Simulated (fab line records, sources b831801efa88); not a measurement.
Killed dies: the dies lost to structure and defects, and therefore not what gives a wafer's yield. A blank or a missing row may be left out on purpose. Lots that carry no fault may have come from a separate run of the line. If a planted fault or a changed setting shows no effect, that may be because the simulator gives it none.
Matching of chambers :: flow gf180mcu :: pecvd-02 running GF_CONTACT_CVD_02: 3 sister chambers
The step deposits SiO2 from TEOS, target thk 860 nm, time 95.992 s. 6 wafers are shown with their chamber, then 8 later ones without.

WAFERS WITH THEIR CHAMBER
wafer: L213.4
chamber: 0
heaterPowerW (W): 622
heaterPowerOuterW (W): 373

wafer: L213.5
chamber: 1
heaterPowerW (W): 625
heaterPowerOuterW (W): 341

wafer: L214.3
chamber: 2
heaterPowerW (W): 655
heaterPowerOuterW (W): 412

wafer: L214.4
chamber: 0
heaterPowerW (W): 689
heaterPowerOuterW (W): 439

wafer: L214.6
chamber: 1
heaterPowerW (W): 734
heaterPowerOuterW (W): 412

wafer: L222.3
chamber: 2
heaterPowerW (W): 695
heaterPowerOuterW (W): 434

WAFERS WITHOUT THEIR CHAMBER
wafer: L222.5
heaterPowerW (W): 703
heaterPowerOuterW (W): 432

wafer: L222.6
heaterPowerW (W): 724
heaterPowerOuterW (W): 409

wafer: L223.3
heaterPowerW (W): 689
heaterPowerOuterW (W): 430

wafer: L223.4
heaterPowerW (W): 710
heaterPowerOuterW (W): 400

wafer: L223.5
heaterPowerW (W): 709
heaterPowerOuterW (W): 413

wafer: L224.1
heaterPowerW (W): 618
heaterPowerOuterW (W): 368

wafer: L224.3
heaterPowerW (W): 726
heaterPowerOuterW (W): 429

wafer: L224.4
heaterPowerW (W): 663
heaterPowerOuterW (W): 398

WHICH CHAMBER EACH WENT THROUGH
wafer: L222.5
from the rows above: can't be placed: 2 or 0 or 1
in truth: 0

wafer: L222.6
from the rows above: can't be placed: 2 or 1 or 0
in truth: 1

wafer: L223.3
from the rows above: can't be placed: 2 or 0 or 1
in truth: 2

wafer: L223.4
from the rows above: can't be placed: 1 or 2 or 0
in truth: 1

wafer: L223.5
from the rows above: can't be placed: 2 or 0 or 1
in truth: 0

wafer: L224.1
from the rows above: can't be placed: 1 or 0 or 2
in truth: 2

wafer: L224.3
from the rows above: can't be placed: 2 or 0 or 1
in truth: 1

wafer: L224.4
from the rows above: can't be placed: 0 or 1 or 2
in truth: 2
Placed correctly: 0 of 8. Not placeable from these rows: 8 (in 8, the candidates include the true chamber). Number placed wrongly: 0.
How it was worked out, from the rows above alone: a wafer's distance from a chamber is the root of the sum, over the readings, of the square of ((its reading less the chamber's mean) divided by the reading's scatter). If the next closest chamber is less than 2 further off than the closest, the wafer can't be placed; otherwise it belongs to the closest. A chamber's mean is the mean of its shown wafers. The scatter: the root of (the sum of the squares of (reading less its chamber's mean) over the shown wafers, divided by (wafers less chambers)).
